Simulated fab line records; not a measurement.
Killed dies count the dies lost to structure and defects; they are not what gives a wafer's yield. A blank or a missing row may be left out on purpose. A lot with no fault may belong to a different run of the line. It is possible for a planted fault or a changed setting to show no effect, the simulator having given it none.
Matching of chambers    flow gf180mcu    4 sister chambers for GF_CONTACT_CMP_27 on cmp-01
The step polishes, stops on SiO2, t overpolish 15 s, target thk 0 nm. 4 wafers are shown with their chamber, then 7 later ones without.

WAFERS, EACH WITH ITS CHAMBER
wafer   chamber  motor-current-A (A)
L608.3  1        11.3
L608.4  3        10.1
L609.1  2        12.6
L609.2  0        11.1

WAFERS MISSING THEIR CHAMBER
wafer   motor-current-A (A)
L609.3  10.7
L611.2  12.1
L611.3  10.9
L611.6  10.6
L612.1  11.4
L612.3  11.0
L612.6  11.9

EACH ONE'S CHAMBER
wafer   from the rows above           in truth
L609.3  can't be placed: 0 or 3 or 1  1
L611.2  can't be placed: 2 or 1 or 0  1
L611.3  can't be placed: 0 or 1 or 3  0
L611.6  can't be placed: 0 or 3 or 1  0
L612.1  can't be placed: 1 or 0       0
L612.3  can't be placed: 0 or 1       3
L612.6  can't be placed: 1 or 2 or 0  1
Correct placement for 0 of the 7. These rows do not allow placing 7 (true chamber among the candidates in 6). 0 placed wrongly.
How it was worked out, from the rows above alone: a wafer's distance from a chamber is the root of the sum, over the readings, of the square of ((its reading less the chamber's mean) divided by the reading's scatter). If the next closest chamber is less than 2 further off than the closest, the wafer can't be placed; otherwise it belongs to the closest. Each chamber's mean is taken over the wafers shown for it. The scatter: with one shown wafer a chamber, the root of the mean of the squares of how far each hidden wafer lies from its nearest shown one.
